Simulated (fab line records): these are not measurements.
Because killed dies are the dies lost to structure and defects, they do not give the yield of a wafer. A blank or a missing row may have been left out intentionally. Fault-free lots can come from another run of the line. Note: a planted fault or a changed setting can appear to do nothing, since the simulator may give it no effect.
The tool behind it: which one? / flow sky130 / Sampling: 14 lots, 42 wafers, 4 of 708 route steps

== WHAT EACH GAUGE READ, for each wafer ==
Not one reading of a measure or inspect step in the record can be checked against a usual standard deviation.

== WHAT TOOL EACH LOT RAN ON (gives the tool, then ch and the chambers of the sampled wafers, and finally the start) ==
lot=L713; SKY_VIA2_ETCH_14=rie-diel-03 ch 0,2, day 36 04:20; SKY_VIA2_ETCH_15=rie-diel-03 ch 0,2, day 36 04:23; SKY_VIA2_STRIP_16=plasma-asher-01 ch 0, day 36 04:26; SKY_METAL3_SPUTTER_00=pvd-sputter-03, day 36 05:43
lot=L715; SKY_VIA2_ETCH_14=rie-diel-01 ch 0,2, day 37 00:43; SKY_VIA2_ETCH_15=rie-diel-01 ch 0,2, day 37 00:46; SKY_VIA2_STRIP_16=plasma-asher-01 ch 0,1, day 37 00:49; SKY_METAL3_SPUTTER_00=pvd-sputter-03, day 37 02:05
lot=L716; SKY_VIA2_ETCH_14=rie-diel-01 ch 0,2, day 37 03:08; SKY_VIA2_ETCH_15=rie-diel-01 ch 0,2, day 37 03:10; SKY_VIA2_STRIP_16=plasma-asher-01 ch 0,1, day 37 03:14; SKY_METAL3_SPUTTER_00=pvd-sputter-03, day 37 04:32
lot=L717; SKY_VIA2_ETCH_14=rie-diel-03 ch 1,2, day 37 22:07; SKY_VIA2_ETCH_15=rie-diel-03 ch 1,2, day 37 22:09; SKY_VIA2_STRIP_16=plasma-asher-02 ch 0,1, day 37 22:13; SKY_METAL3_SPUTTER_00=pvd-sputter-03, day 37 23:31
lot=L718; SKY_VIA2_ETCH_14=rie-diel-02 ch 0,1,2, day 38 00:05; SKY_VIA2_ETCH_15=rie-diel-02 ch 0,1,2, day 38 00:07; SKY_VIA2_STRIP_16=plasma-asher-04 ch 0,1, day 38 00:11; SKY_METAL3_SPUTTER_00=pvd-sputter-02, day 38 01:29
lot=L720; SKY_VIA2_ETCH_14=rie-diel-02 ch 0,2,3, day 38 12:11; SKY_VIA2_ETCH_15=rie-diel-02 ch 0,2,3, day 38 12:13; SKY_VIA2_STRIP_16=plasma-asher-04 ch 0,1, day 38 12:17; SKY_METAL3_SPUTTER_00=pvd-sputter-04, day 38 13:33
lot=L721; SKY_VIA2_ETCH_14=rie-diel-02 ch 0,2,3, day 38 22:44; SKY_VIA2_ETCH_15=rie-diel-02 ch 0,2,3, day 38 22:47; SKY_VIA2_STRIP_16=plasma-asher-04 ch 0,1, day 38 22:50; SKY_METAL3_SPUTTER_00=pvd-sputter-04, day 39 00:06
lot=L722; SKY_VIA2_ETCH_14=rie-diel-02 ch 1,2,3, day 39 07:29; SKY_VIA2_ETCH_15=rie-diel-02 ch 1,2,3, day 39 07:31; SKY_VIA2_STRIP_16=plasma-asher-01 ch 0,1, day 39 07:35; SKY_METAL3_SPUTTER_00=pvd-sputter-04, day 39 08:51
lot=L723; SKY_VIA2_ETCH_14=rie-diel-02 ch 0,1,3, day 39 10:44; SKY_VIA2_ETCH_15=rie-diel-02 ch 0,1,3, day 39 10:46; SKY_VIA2_STRIP_16=plasma-asher-01 ch 0,1, day 39 10:50; SKY_METAL3_SPUTTER_00=pvd-sputter-04, day 39 12:07
lot=L724; SKY_VIA2_ETCH_14=rie-diel-01 ch 1,2,3, day 39 20:59; SKY_VIA2_ETCH_15=rie-diel-01 ch 1,2,3, day 39 21:02; SKY_VIA2_STRIP_16=plasma-asher-02 ch 0,1, day 39 21:05; SKY_METAL3_SPUTTER_00=pvd-sputter-02, day 39 22:21
lot=L732; SKY_VIA2_ETCH_14=rie-diel-02 ch 1,2,3, day 42 11:01; SKY_VIA2_ETCH_15=rie-diel-02 ch 1,2,3, day 42 11:03; SKY_VIA2_STRIP_16=plasma-asher-01 ch 0,1, day 42 11:07; SKY_METAL3_SPUTTER_00=pvd-sputter-02, day 42 12:23
lot=L733; SKY_VIA2_ETCH_14=rie-diel-03 ch 0,3, day 42 14:08; SKY_VIA2_ETCH_15=rie-diel-03 ch 0,3, day 42 14:11; SKY_VIA2_STRIP_16=plasma-asher-04 ch 0,1, day 42 14:14; SKY_METAL3_SPUTTER_00=pvd-sputter-02, day 42 15:31
lot=L735; SKY_VIA2_ETCH_14=rie-diel-02 ch 0,1,3, day 42 22:32; SKY_VIA2_ETCH_15=rie-diel-02 ch 0,1,3, day 42 22:34; SKY_VIA2_STRIP_16=plasma-asher-02 ch 0,1, day 42 22:38; SKY_METAL3_SPUTTER_00=pvd-sputter-03, day 42 23:56
lot=L736; SKY_VIA2_ETCH_14=rie-diel-03 ch 1,2, day 43 03:11; SKY_VIA2_ETCH_15=rie-diel-03 ch 1,2, day 43 03:13; SKY_VIA2_STRIP_16=plasma-asher-04 ch 0,1, day 43 03:17; SKY_METAL3_SPUTTER_00=pvd-sputter-02, day 43 04:33
- SKY_VIA2_ETCH_14: etches BARC in N2/H2, stops on SiO2, time 45.9 s, target depth 60 nm.
- SKY_VIA2_ETCH_15: etches SiO2 in C4F8/O2/Ar, stops on TiN, target depth 546 nm, time 84 s.
- SKY_VIA2_STRIP_16: strips in O2/N2.
- SKY_METAL3_SPUTTER_00: material Ti, target thk 15 nm, time 10 s.

== AS READ BY THE TOOLS THEMSELVES (means over the sampled wafers that have a number; for cases with no such wafer, the mark the record gives instead) ==
SKY_VIA2_ETCH_14. Usual: drypump-motor-current-A 5.57 A, standard deviation 0.27; oes-product-au 0.855 a.u., standard deviation 0.005; throttle-valve-pct 13.226 %, standard deviation 0.0082.
lot=L713; tool=rie-diel-03; drypump-motor-current-A (A)=5.62; oes-product-au (a.u.)=0.858; throttle-valve-pct (%)=13.227; flag=
lot=L715; tool=rie-diel-01; drypump-motor-current-A (A)=5.89; oes-product-au (a.u.)=0.852; throttle-valve-pct (%)=13.224; flag=
lot=L716; tool=rie-diel-01; drypump-motor-current-A (A)=5.87; oes-product-au (a.u.)=0.853; throttle-valve-pct (%)=13.226; flag=
lot=L717; tool=rie-diel-03; drypump-motor-current-A (A)=5.48; oes-product-au (a.u.)=0.852; throttle-valve-pct (%)=13.225; flag=
lot=L718; tool=rie-diel-02; drypump-motor-current-A (A)=5.44; oes-product-au (a.u.)=0.853; throttle-valve-pct (%)=13.224; flag=
lot=L720; tool=rie-diel-02; drypump-motor-current-A (A)=5.59; oes-product-au (a.u.)=0.854; throttle-valve-pct (%)=13.219; flag=
lot=L721; tool=rie-diel-02; drypump-motor-current-A (A)=5.58; oes-product-au (a.u.)=0.854; throttle-valve-pct (%)=13.219; flag=
lot=L722; tool=rie-diel-02; drypump-motor-current-A (A)=5.52; oes-product-au (a.u.)=0.842; throttle-valve-pct (%)=13.221; flag=
lot=L723; tool=rie-diel-02; drypump-motor-current-A (A)=5.25; oes-product-au (a.u.)=0.847; throttle-valve-pct (%)=13.224; flag=
lot=L724; tool=rie-diel-01; drypump-motor-current-A (A)=5.63; oes-product-au (a.u.)=0.857; throttle-valve-pct (%)=13.222; flag=
lot=L732; tool=rie-diel-02; drypump-motor-current-A (A)=5.54; oes-product-au (a.u.)=0.858; throttle-valve-pct (%)=13.231; flag=
lot=L733; tool=rie-diel-03; drypump-motor-current-A (A)=5.61; oes-product-au (a.u.)=0.852; throttle-valve-pct (%)=13.226; flag=
lot=L735; tool=rie-diel-02; drypump-motor-current-A (A)=5.27; oes-product-au (a.u.)=0.855; throttle-valve-pct (%)=13.230; flag=
lot=L736; tool=rie-diel-03; drypump-motor-current-A (A)=5.48; oes-product-au (a.u.)=0.861; throttle-valve-pct (%)=13.226; flag=

SKY_VIA2_ETCH_15. Usual: 0.940 a.u. for oes-product-au, sd 0.0048.
lot=L713; tool=rie-diel-03; oes-product-au (a.u.)=0.937; flag=
lot=L715; tool=rie-diel-01; oes-product-au (a.u.)=0.940; flag=
lot=L716; tool=rie-diel-01; oes-product-au (a.u.)=0.942; flag=
lot=L717; tool=rie-diel-03; oes-product-au (a.u.)=0.945; flag=
lot=L718; tool=rie-diel-02; oes-product-au (a.u.)=0.936; flag=
lot=L720; tool=rie-diel-02; oes-product-au (a.u.)=0.940; flag=
lot=L721; tool=rie-diel-02; oes-product-au (a.u.)=0.940; flag=
lot=L722; tool=rie-diel-02; oes-product-au (a.u.)=0.751; flag=OFF
lot=L723; tool=rie-diel-02; oes-product-au (a.u.)=0.751; flag=OFF
lot=L724; tool=rie-diel-01; oes-product-au (a.u.)=0.940; flag=
lot=L732; tool=rie-diel-02; oes-product-au (a.u.)=0.938; flag=
lot=L733; tool=rie-diel-03; oes-product-au (a.u.)=0.941; flag=
lot=L735; tool=rie-diel-02; oes-product-au (a.u.)=0.938; flag=
lot=L736; tool=rie-diel-03; oes-product-au (a.u.)=0.940; flag=

SKY_VIA2_STRIP_16. Usual: drypump-motor-current-A 5.6 A, standard deviation 0.32; o2-flow-sccm 3000 sccm, standard deviation 8.7; oes-product-au 0.398 a.u., standard deviation 0.0046; strip-time-to-endpoint-s 4.044 s, standard deviation 0.021.
lot=L713; tool=plasma-asher-01; drypump-motor-current-A (A)=5.1; o2-flow-sccm (sccm)=3000; oes-product-au (a.u.)=0.400; strip-time-to-endpoint-s (s)=4.035; flag=
lot=L715; tool=plasma-asher-01; drypump-motor-current-A (A)=5.5; o2-flow-sccm (sccm)=3006; oes-product-au (a.u.)=0.396; strip-time-to-endpoint-s (s)=4.011; flag=
lot=L716; tool=plasma-asher-01; drypump-motor-current-A (A)=5.3; o2-flow-sccm (sccm)=2995; oes-product-au (a.u.)=0.399; strip-time-to-endpoint-s (s)=4.027; flag=
lot=L717; tool=plasma-asher-02; drypump-motor-current-A (A)=5.6; o2-flow-sccm (sccm)=3000; oes-product-au (a.u.)=0.396; strip-time-to-endpoint-s (s)=4.045; flag=
lot=L718; tool=plasma-asher-04; drypump-motor-current-A (A)=5.8; o2-flow-sccm (sccm)=3000; oes-product-au (a.u.)=0.397; strip-time-to-endpoint-s (s)=4.026; flag=
lot=L720; tool=plasma-asher-04; drypump-motor-current-A (A)=5.8; o2-flow-sccm (sccm)=3009; oes-product-au (a.u.)=0.402; strip-time-to-endpoint-s (s)=4.044; flag=
lot=L721; tool=plasma-asher-04; drypump-motor-current-A (A)=5.8; o2-flow-sccm (sccm)=3001; oes-product-au (a.u.)=0.398; strip-time-to-endpoint-s (s)=4.043; flag=
lot=L722; tool=plasma-asher-01; drypump-motor-current-A (A)=5.5; o2-flow-sccm (sccm)=2996; oes-product-au (a.u.)=0.400; strip-time-to-endpoint-s (s)=4.096; flag=
lot=L723; tool=plasma-asher-01; drypump-motor-current-A (A)=5.3; o2-flow-sccm (sccm)=2999; oes-product-au (a.u.)=0.402; strip-time-to-endpoint-s (s)=4.082; flag=
lot=L724; tool=plasma-asher-02; drypump-motor-current-A (A)=5.6; o2-flow-sccm (sccm)=3000; oes-product-au (a.u.)=0.397; strip-time-to-endpoint-s (s)=4.044; flag=
lot=L732; tool=plasma-asher-01; drypump-motor-current-A (A)=5.3; o2-flow-sccm (sccm)=2998; oes-product-au (a.u.)=0.399; strip-time-to-endpoint-s (s)=4.054; flag=
lot=L733; tool=plasma-asher-04; drypump-motor-current-A (A)=5.8; o2-flow-sccm (sccm)=2998; oes-product-au (a.u.)=0.399; strip-time-to-endpoint-s (s)=4.071; flag=
lot=L735; tool=plasma-asher-02; drypump-motor-current-A (A)=5.8; o2-flow-sccm (sccm)=2998; oes-product-au (a.u.)=0.400; strip-time-to-endpoint-s (s)=4.042; flag=
lot=L736; tool=plasma-asher-04; drypump-motor-current-A (A)=5.8; o2-flow-sccm (sccm)=3008; oes-product-au (a.u.)=0.397; strip-time-to-endpoint-s (s)=4.049; flag=

SKY_METAL3_SPUTTER_00. Usual: cathode-dc-power-W 2999.9 W, standard deviation 0.47; throttle-valve-pct 30.8 %, standard deviation 1.3.
lot=L713; tool=pvd-sputter-03; cathode-dc-power-W (W)=2999.9; throttle-valve-pct (%)=31.0; flag=
lot=L715; tool=pvd-sputter-03; cathode-dc-power-W (W)=2999.9; throttle-valve-pct (%)=29.6; flag=
lot=L716; tool=pvd-sputter-03; cathode-dc-power-W (W)=2999.4; throttle-valve-pct (%)=29.6; flag=
lot=L717; tool=pvd-sputter-03; cathode-dc-power-W (W)=2999.9; throttle-valve-pct (%)=31.3; flag=
lot=L718; tool=pvd-sputter-02; cathode-dc-power-W (W)=3000.2; throttle-valve-pct (%)=29.9; flag=
lot=L720; tool=pvd-sputter-04; cathode-dc-power-W (W)=2999.5; throttle-valve-pct (%)=31.6; flag=
lot=L721; tool=pvd-sputter-04; cathode-dc-power-W (W)=3000.0; throttle-valve-pct (%)=32.0; flag=
lot=L722; tool=pvd-sputter-04; cathode-dc-power-W (W)=3000.2; throttle-valve-pct (%)=31.5; flag=
lot=L723; tool=pvd-sputter-04; cathode-dc-power-W (W)=2999.8; throttle-valve-pct (%)=31.6; flag=
lot=L724; tool=pvd-sputter-02; cathode-dc-power-W (W)=3000.1; throttle-valve-pct (%)=29.9; flag=
lot=L732; tool=pvd-sputter-02; cathode-dc-power-W (W)=2999.7; throttle-valve-pct (%)=30.7; flag=
lot=L733; tool=pvd-sputter-02; cathode-dc-power-W (W)=2999.8; throttle-valve-pct (%)=30.6; flag=
lot=L735; tool=pvd-sputter-03; cathode-dc-power-W (W)=2999.9; throttle-valve-pct (%)=29.6; flag=
lot=L736; tool=pvd-sputter-02; cathode-dc-power-W (W)=2999.7; throttle-valve-pct (%)=30.9; flag=

== THE ANSWER, worked out from the rows above alone ==
Rule: a lot is off if the mean of its wafers that have a number lies more than 3 standard deviations from the usual mean. A lot without any number at a reading at which 4 lots or more have one is off too. Any other lot the step has rows for is counted as sound. The gauges are gone through in route order, then the tools' own readings, and for those a lot's mean is taken as printed above. At the first step where some lot is off, the reading lying furthest off is the one used; lots without a number count as furthest.
Off at SKY_VIA2_ETCH_15 (oes-product-au): L722, L723.
If a tool, at that step or one of the process steps before it, ran each lot that is off and ran no sound lot following the first of them, it fits. Not one of the candidates tried fits.

== WHAT HAD BEEN PUT IN BY THE SIMULATOR ==
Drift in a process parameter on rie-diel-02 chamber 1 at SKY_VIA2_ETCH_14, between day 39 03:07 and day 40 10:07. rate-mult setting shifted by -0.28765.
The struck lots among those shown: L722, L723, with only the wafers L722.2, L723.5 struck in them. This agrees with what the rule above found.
